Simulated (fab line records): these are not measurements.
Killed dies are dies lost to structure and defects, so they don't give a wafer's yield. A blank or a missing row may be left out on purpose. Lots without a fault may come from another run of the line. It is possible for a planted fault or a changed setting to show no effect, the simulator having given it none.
fab line records ; flow sky130
record: lots: 6; wafers: 18; last_day: 50
route steps=708 shown VIA4@650 METAL5@661 PAD_OPEN@708
lots untouched by any fault: they come from a run of this same line in which no faults occurred
start_h: hours from the record's opening day to when the first of the lot's shown wafers began ; wait_h: time in hours since the lot's previous step ; " same as the row above ; L1.1+2: a row that stands for several wafers ; - either no value or no given start ; * or withheld: withheld ; < > ~ a bound
route shown NAME@n: names a module that has steps shown in the file, with the first one's number in the route ; usual: average and standard deviation across the fault-free wafers ; same: alike in all rows ; chamber/n: place in a boat ; sites: each site's reading ; _std_site: their standard deviation ; _edge_site: the outer-site mean with the inner-site mean subtracted ; radius_mm: for every site, how far away it sits from the centre of the wafer ; mask NAME#n: copy n ; behind: the most recent tool/chamber to have shaped the wafer ; hold: cause of the lot's hold/its duration in hours/its outcome ; device: which transistor (n, p or np) failed to switch ; end of line: tests of these same wafers at the route's end ; for a step that has no rows: nothing shown but its recipe ; killed: the dies lost at the first sort to structure and to defects; this is not the yield of the wafer ; map: the dies of a wafer, with x for killed, . for not killed, _ for no die there
set.NAME: the run value of the setting; set.NAME@STEP: its run value at that earlier step ; model.NAME: the simulator's own value behind a step, which no gauge read
a table for each step, a row for each wafer; lots at some steps of the route
services: when a tool's chamber went out of use (start_h, in hours from the record's first day, below 0 if earlier), for how many hours, and the reason
== steps ==
step: SKY_VIA4_OVL_MEAS_11
usual: VIA4_OVL: 0.0/1.6
lot.wafer;tool;chamber;start_h;wait_h;VIA4_OVL[nm]
L561.3;overlay-02;-;1061.19;0.1;0.8
L561.5;overlay-02;-;1061.19;0.1;-1.0
L561.6;overlay-02;-;1061.19;0.1;0.0
L563.1;overlay-01;-;1073.90;0.1;1.1
L563.2;overlay-01;-;1073.90;0.1;0.8
L563.3;overlay-01;-;1073.90;0.1;0.6
L573.2;overlay-02;-;1130.20;0.1;-1.2
L573.4;overlay-02;-;1130.20;0.1;-0.9
L573.5;overlay-02;-;1130.20;0.1;0.7
L574.2;overlay-02;-;1132.65;0.1;1.7
L574.3;overlay-02;-;1132.65;0.1;1.3
L574.6;overlay-02;-;1132.65;0.1;1.3
L575.1;overlay-01;-;1137.95;0.1;2.3
L575.4;overlay-01;-;1137.95;0.1;3.3
L575.5;overlay-01;-;1137.95;0.1;2.0
L576.1;overlay-02;-;1138.60;0.1;0.4
L576.2;overlay-02;-;1138.60;0.1;2.1
L576.5;overlay-02;-;1138.60;0.1;1.5
step: SKY_VIA4_ETCH_12
recipe: target: SiO2; chemistry: C4F8/O2/Ar; stop_on: TiN; mask_material: NOVOLAK; source_w: 1500; bias_w: 1200; pressure_mtorr: 40; c4f8_flow_sccm: withheld; O2_flow_sccm: 6; Ar_flow_sccm: 300; time_s: withheld; target_depth_a: 5800
usual: oes_product_au: 0.926/0.0048
lot.wafer;tool;chamber;start_h;wait_h;oes_product_au
L561.3;rie_diel-04;3;1061.22;0.0;0.929
L561.5;rie_diel-04;3;1061.22;0.0;0.921
L561.6;rie_diel-04;2;1061.22;0.0;0.925
L563.1;rie_diel-03;1;1073.94;0.0;0.926
L563.2;rie_diel-03;2;1073.94;0.0;0.926
L563.3;rie_diel-03;3;1073.94;0.0;0.925
L573.2;rie_diel-01;0;1130.23;0.0;0.932
L573.4;rie_diel-01;1;1130.23;0.0;0.927
L573.5;rie_diel-01;3;1130.23;0.0;0.930
L574.2;rie_diel-04;3;1132.68;0.0;0.921
L574.3;rie_diel-04;2;1132.68;0.0;0.927
L574.6;rie_diel-04;3;1132.68;0.0;0.924
L575.1;rie_diel-01;2;1137.99;0.0;0.931
L575.4;rie_diel-01;3;1137.99;0.0;0.923
L575.5;rie_diel-01;0;1137.99;0.0;0.920
L576.1;rie_diel-01;1;1138.64;0.0;0.926
L576.2;rie_diel-01;0;1138.64;0.0;0.927
L576.5;rie_diel-01;0;1138.64;0.0;0.920
step: SKY_VIA4_STRIP_13
recipe: chemistry: O2/N2; power_w: 1400; pressure_mtorr: 1500; platen_temp_c: withheld; o2_flow_sccm: 3000; n2_flow_sccm: 300; overash_fraction: 0.5
step: SKY_VIA4_STRIP_14
recipe: chemistry: post_etch_residue_remover; time_s: 1200; temp_c: 72.5
step: SKY_VIA4_CLEAN_15
recipe: chemistry: IPA; time_s: 180; temp_c: 25
step: SKY_VIA4_CLEAN_16
recipe: chemistry: O3/DIW; dry: n2_spin
step: SKY_VIA4_SPUTTER_17
recipe: material: TiN; target_thk_nm: 20; chamber_pressure_pa: 5; power_w: 4000; time_s: 80
usual: throttle_valve_pct: 30.6/0.93
lot.wafer;tool;chamber;start_h;wait_h;throttle_valve_pct
L561.3;pvd_sputter-04;-;1061.89;0.0;29.1
L561.5;pvd_sputter-04;-;1061.89;0.0;31.1
L561.6;pvd_sputter-04;-;1061.89;0.0;30.5
L563.1;pvd_sputter-01;-;1074.62;0.0;32.0
L563.2;pvd_sputter-01;-;1074.62;0.0;30.2
L563.3;pvd_sputter-01;-;1074.62;0.0;30.3
L573.2;pvd_sputter-04;-;1130.90;0.0;30.1
L573.4;pvd_sputter-04;-;1130.90;0.0;29.3
L573.5;pvd_sputter-04;-;1130.90;0.0;30.2
L574.2;pvd_sputter-01;-;1133.38;0.0;30.2
L574.3;pvd_sputter-01;-;1133.38;0.0;32.0
L574.6;pvd_sputter-01;-;1133.38;0.0;30.1
L575.1;pvd_sputter-02;-;1138.70;0.0;30.1
L575.4;pvd_sputter-02;-;1138.70;0.0;29.5
L575.5;pvd_sputter-02;-;1138.70;0.0;32.0
L576.1;pvd_sputter-04;-;1139.35;0.0;30.1
L576.2;pvd_sputter-04;-;1139.35;0.0;31.0
L576.5;pvd_sputter-04;-;1139.35;0.0;30.6
step: SKY_VIA4_CVD_18
recipe: material: W; target_thk_nm: 505; time_s: 152.14; temp_c: 400; pressure_torr: 40
step: SKY_VIA4_RS_MEAS_19
recipe: thk_meas_gauge: four-point-probe; reads: W_of_VIA4_CVD_18+TiN_of_VIA4_SPUTTER_17
usual: VIA4_W_RS: 0.2269/0.0023
lot.wafer;tool;chamber;start_h;wait_h;VIA4_W_RS[ohm/sq]
L561.3;film_metro-03;-;1062.14;0.1;0.2275
L561.5;film_metro-03;-;1062.14;0.1;0.2274
L561.6;film_metro-03;-;1062.14;0.1;0.2286
L563.1;film_metro-01;-;1074.83;0.1;0.2292
L563.2;film_metro-01;-;1074.83;0.1;0.2303
L563.3;film_metro-01;-;1074.83;0.1;0.2297
L573.2;film_metro-04;-;1131.13;0.1;0.2278
L573.4;film_metro-04;-;1131.13;0.1;0.2280
L573.5;film_metro-04;-;1131.13;0.1;0.2241
L574.2;film_metro-04;-;1133.62;0.1;0.2294
L574.3;film_metro-04;-;1133.62;0.1;0.2311
L574.6;film_metro-04;-;1133.62;0.1;0.2326
L575.1;film_metro-01;-;1138.91;0.1;0.2259
L575.4;film_metro-01;-;1138.91;0.1;0.2246
L575.5;film_metro-01;-;1138.91;0.1;0.2280
L576.1;film_metro-04;-;1139.57;0.1;0.2307
L576.2;film_metro-04;-;1139.57;0.1;0.2321
L576.5;film_metro-04;-;1139.57;0.1;0.2301
step: SKY_VIA4_THK_MEAS_20
recipe: thk_meas_gauge: xrf; reads: W_of_VIA4_CVD_18
usual: VIA4_W_THK: 517/7.1
lot.wafer;tool;chamber;start_h;wait_h;VIA4_W_THK[nm]
L561.3;film_metro-03;-;1062.24;0.1;517
L561.5;film_metro-03;-;1062.24;0.1;516
L561.6;film_metro-03;-;1062.24;0.1;519
L563.1;film_metro-01;-;1074.95;0.1;513
L563.2;film_metro-01;-;1074.95;0.1;512
L563.3;film_metro-01;-;1074.95;0.1;515
L573.2;film_metro-04;-;1131.24;0.1;514
L573.4;film_metro-04;-;1131.24;0.1;508
L573.5;film_metro-04;-;1131.24;0.1;524
L574.2;film_metro-04;-;1133.73;0.1;512
L574.3;film_metro-04;-;1133.73;0.1;506
L574.6;film_metro-04;-;1133.73;0.1;502
L575.1;film_metro-01;-;1139.03;0.1;523
L575.4;film_metro-01;-;1139.03;0.1;522
L575.5;film_metro-01;-;1139.03;0.1;515
L576.1;film_metro-04;-;1139.69;0.1;506
L576.2;film_metro-04;-;1139.69;0.1;504
L576.5;film_metro-04;-;1139.69;0.1;508
step: SKY_VIA4_CMP_21
recipe: stop_on: SiO2; t_overpolish_s: 25; down_force_psi: 3.5; platen_rpm: 60; target_thk_nm: 0; pad_velocity_m_s: 0.94248
usual: motor_current_A: 10.8/1; overpolish_run_s: 25.000/0.0088; retaining_ring_pressure_frac: 1.001/0.005; time_to_endpoint_s: 122/4
lot.wafer;tool;chamber;start_h;wait_h;motor_current_A;overpolish_run_s;retaining_ring_pressure_frac;time_to_endpoint_s
L561.3;cmp-01;2;1062.33;0.1;10.0;24.995;0.994;119
L561.5;cmp-01;1;1062.33;0.1;11.0;24.991;0.998;118
L561.6;cmp-01;2;1062.33;0.1;9.4;25.001;1.002;119
L563.1;cmp-01;0;1075.01;0.1;10.3;24.999;1.001;129
L563.2;cmp-01;1;1075.01;0.1;11.0;24.999;1.001;123
L563.3;cmp-01;3;1075.01;0.1;9.9;24.992;1.003;128
L573.2;cmp-01;1;1131.44;0.2;10.6;25.016;1.004;123
L573.4;cmp-01;3;1131.44;0.2;10.3;25.004;1.003;127
L573.5;cmp-01;1;1131.44;0.2;11.7;24.995;1.000;125
L574.3;cmp-02;2;1133.80;0.0;10.1;25.012;1.002;116
L574.2;cmp-02;3;1133.80;0.0;12.7;25.005;1.006;116
L574.6;cmp-02;3;1133.80;0.0;13.5;24.998;1.008;111
L575.4;cmp-01;1;1139.14;0.1;10.9;24.996;0.999;124
L575.1;cmp-01;2;1139.14;0.1;10.0;24.992;0.994;128
L575.5;cmp-01;0;1139.14;0.1;10.2;24.995;0.998;125
L576.1;cmp-02;0;1140.02;0.3;10.1;24.989;1.010;120
L576.2;cmp-02;1;1140.02;0.3;12.6;25.002;1.003;119
L576.5;cmp-02;3;1140.02;0.3;14.4;24.984;1.005;118
step: SKY_METAL5_SPUTTER_00
recipe: material: Ti; target_thk_nm: 15; power_w: 3000; time_s: 10; chamber_pressure_pa: 0.4
usual: throttle_valve_pct: 30.6/1.2
lot.wafer;tool;chamber;start_h;wait_h;throttle_valve_pct
L561.3;pvd_sputter-04;-;1062.58;0.2;30.6
L561.5;pvd_sputter-04;-;1062.58;0.2;30.6
L561.6;pvd_sputter-04;-;1062.58;0.2;29.2
L563.1;pvd_sputter-01;-;1075.31;0.2;29.9
L563.2;pvd_sputter-01;-;1075.31;0.2;32.2
L563.3;pvd_sputter-01;-;1075.31;0.2;30.1
L573.2;pvd_sputter-04;-;1131.74;0.2;30.8
L573.4;pvd_sputter-04;-;1131.74;0.2;29.5
L573.5;pvd_sputter-04;-;1131.74;0.2;29.1
L574.2;pvd_sputter-04;-;1134.10;0.2;31.0
L574.3;pvd_sputter-04;-;1134.10;0.2;30.1
L574.6;pvd_sputter-04;-;1134.10;0.2;30.5
L575.1;pvd_sputter-03;-;1139.39;0.1;33.0
L575.4;pvd_sputter-03;-;1139.39;0.1;29.8
L575.5;pvd_sputter-03;-;1139.39;0.1;29.2
L576.1;pvd_sputter-01;-;1140.22;0.1;30.3
L576.2;pvd_sputter-01;-;1140.22;0.1;29.7
L576.5;pvd_sputter-01;-;1140.22;0.1;29.8
step: SKY_METAL5_SPUTTER_01
recipe: material: TiN; target_thk_nm: 20; power_w: 6500; time_s: 16.7; chamber_pressure_pa: 0.4
usual: throttle_valve_pct: 30.6/1.2
lot.wafer;tool;chamber;start_h;wait_h;throttle_valve_pct;model.TiN_of_METAL5_SPUTTER_01.thk_nm
L561.3;pvd_sputter-04;-;1062.60;0.0;30.6;19.94
L561.5;pvd_sputter-04;-;1062.60;0.0;30.5;19.91
L561.6;pvd_sputter-04;-;1062.60;0.0;29.3;19.5
L563.1;pvd_sputter-01;-;1075.33;0.0;29.9;20.1
L563.2;pvd_sputter-01;-;1075.33;0.0;32.4;20.25
L563.3;pvd_sputter-01;-;1075.33;0.0;30.1;19.95
L573.2;pvd_sputter-04;-;1131.76;0.0;30.8;18.95
L573.4;pvd_sputter-04;-;1131.76;0.0;29.2;18.53
L573.5;pvd_sputter-04;-;1131.76;0.0;29.1;18.66
L574.2;pvd_sputter-04;-;1134.12;0.0;30.8;18.68
L574.3;pvd_sputter-04;-;1134.12;0.0;30.2;18.65
L574.6;pvd_sputter-04;-;1134.12;0.0;30.6;18.57
L575.1;pvd_sputter-03;-;1139.41;0.0;32.9;20.14
L575.4;pvd_sputter-03;-;1139.41;0.0;29.6;20.2
L575.5;pvd_sputter-03;-;1139.41;0.0;29.5;19.95
L576.1;pvd_sputter-01;-;1140.24;0.0;29.9;19.82
L576.2;pvd_sputter-01;-;1140.24;0.0;29.4;19.87
L576.5;pvd_sputter-01;-;1140.24;0.0;29.8;19.89
step: SKY_METAL5_SPUTTER_02
recipe: material: AlCu; target_thk_nm: 1150; power_w: 10600; time_s: 61.2; chamber_pressure_pa: 0.4
usual: throttle_valve_pct: 30.6/1.2
lot.wafer;tool;chamber;start_h;wait_h;throttle_valve_pct
L561.3;pvd_sputter-04;-;1062.63;0.0;30.8
L561.5;pvd_sputter-04;-;1062.63;0.0;30.7
L561.6;pvd_sputter-04;-;1062.63;0.0;29.2
L563.1;pvd_sputter-01;-;1075.36;0.0;30.0
L563.2;pvd_sputter-01;-;1075.36;0.0;31.8
L563.3;pvd_sputter-01;-;1075.36;0.0;30.4
L573.2;pvd_sputter-04;-;1131.79;0.0;31.0
L573.4;pvd_sputter-04;-;1131.79;0.0;29.2
L573.5;pvd_sputter-04;-;1131.79;0.0;29.1
L574.2;pvd_sputter-04;-;1134.15;0.0;30.9
L574.3;pvd_sputter-04;-;1134.15;0.0;30.3
L574.6;pvd_sputter-04;-;1134.15;0.0;30.7
L575.1;pvd_sputter-03;-;1139.44;0.0;33.0
L575.4;pvd_sputter-03;-;1139.44;0.0;29.5
L575.5;pvd_sputter-03;-;1139.44;0.0;29.7
L576.1;pvd_sputter-01;-;1140.27;0.0;30.0
L576.2;pvd_sputter-01;-;1140.27;0.0;29.6
L576.5;pvd_sputter-01;-;1140.27;0.0;30.2
step: SKY_PAD_OPEN_PROBE_99
usual: defect_limited_yield: 82.3/1.9; killed_at_M0_to_M3: 44/7.4; killed_at_M4_up: 3.2/1.8; killed_at_contacts: 25/5.2; killed_at_front_end: 15/4.5; killed_at_other: 0.2/0.43; killed_dies: 87/9.6; killed_open: 48/7.6; killed_short: 40/5.7; sort_bin_3_pad_short: 0.9/0.45; sort_bin_5_function: 10.5/1.5; sort_bin_6_memory: 6.3/1.2; sort_n_pass: 405/9.6; sort_yield_pct: 82.3/1.9
same: gross_dies: 492; killed_at_back_side: 0; sort_bin_4_leakage[%]: 0; sort_bin_8_speed[%]: 0
lot.wafer;tool;chamber;start_h;wait_h;defect_limited_yield[%];killed_at_M0_to_M3;killed_at_M4_up;killed_at_contacts;killed_at_front_end;killed_at_other;killed_dies;killed_open;killed_short;sort_bin_3_pad_short[%];sort_bin_5_function[%];sort_bin_6_memory[%];sort_n_pass;sort_yield_pct[%]
L561.5;prober-01;-;1125.53;0.2;81.9;41;6;18;24;0;89;50;39;0.8;9.8;7.5;403;81.9
L563.1;prober-01;-;1139.53;0.1;81.9;48;3;28;10;0;89;51;38;0.6;10.0;7.5;403;81.9
L563.2;prober-01;-;1139.58;0.1;83.3;38;2;28;14;0;82;36;46;1.0;8.3;7.3;410;83.3
L563.3;prober-01;-;1139.63;0.2;84.1;52;2;16;8;0;78;52;26;0.6;8.7;6.5;414;84.1
killed by level:class
L561.5 VIA1:geometric_particle:open=10 CONTACT:geometric_particle:open=9 VIA2:geometric_particle:open=8 POLY_GATE:geometric_particle:open=7 POLY_GATE:geometric_particle:short=7 METAL2:geometric_particle:short=4 VIA3:geometric_particle:short=4 LOCAL_INTERCONNECT:geometric_particle:short=3
L563.1 VIA1:geometric_particle:open=14 CONTACT:geometric_particle:short=10 CONTACT:geometric_particle:open=7 METAL2:geometric_particle:short=6 VIA2:geometric_particle:open=6 LI_CONTACT:geometric_particle:open=5 METAL1:geometric_particle:open=5 VIA3:geometric_particle:open=5
L563.2 CONTACT:geometric_particle:open=7 VIA1:geometric_particle:open=7 LI_CONTACT:geometric_particle:open=6 LOCAL_INTERCONNECT:geometric_particle:short=6 VIA2:geometric_particle:open=6 CONTACT:geometric_particle:short=5 METAL1:geometric_particle:short=5 METAL2:geometric_particle:short=5
L563.3 VIA1:geometric_particle:open=12 VIA2:geometric_particle:open=11 LI_CONTACT:geometric_particle:open=8 VIA3:geometric_particle:open=8 FIELD_ISO:geometric_particle:open=5 METAL1:geometric_particle:short=5 METAL2:geometric_particle:short=4 CONTACT:geometric_particle:open=3
== services ==
tool;chamber;start_h;hours;kind
rie_diel-03;0;1037.84;11.7;repair
rie_diel-01;1;1038.67;1.5;repair
rie_diel-04;3;1041.73;5.6;repair
rie_diel-04;2;1050.55;2.8;repair
cmp-01;-;1061.11;0.5;repair
cmp-02;-;1061.79;0.3;repair
rie_diel-01;0;1067.57;-;clean
rie_diel-01;0;1067.57;27.2;scheduled_down
rie_diel-01;0;1067.57;27.2;vent_cycle
rie_diel-01;2;1072.74;3.2;repair
cmp-02;-;1077.93;11.9;pm
pvd_sputter-03;2;1085.06;-;consumable_replace:kit
pvd_sputter-03;2;1085.06;18.0;scheduled_down
pvd_sputter-03;2;1085.06;18.0;vent_cycle
rie_diel-04;1;1085.20;8.5;repair
pvd_sputter-01;-;1096.99;7.6;repair
cmp-02;-;1100.56;1.7;repair
rie_diel-04;1;1101.61;41.0;repair
cmp-02;-;1126.99;6.2;pm
rie_diel-04;0;1129.67;10.6;repair
pvd_sputter-04;0;1134.26;-;consumable_replace:kit
pvd_sputter-04;0;1134.26;18.0;scheduled_down
pvd_sputter-04;0;1134.26;18.0;vent_cycle
rie_diel-03;-;1137.45;15.6;pm
== key ==
first_sign none at tools or gauges
model_effect: step: SKY_METAL5_SPUTTER_01; value: TiN_of_METAL5_SPUTTER_01.thk_nm; without: 19.73; struck: 18.67
met_at SKY_METAL5_SPUTTER_01
struck_wafers L573.2,L573.4,L573.5,L574.2,L574.3,L574.6
onset_between 1062.60 1131.76
also_fits SKY_METAL5_SPUTTER_00:pvd_sputter-04
fault: kind: process_parameter_drift; tool: pvd_sputter-04; chamber: -; onset_h: 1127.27; steps: SKY_METAL5_SPUTTER_01; channel: time_s; offset: *; shape: step; end_h: 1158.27; acts_in: *; stated: *
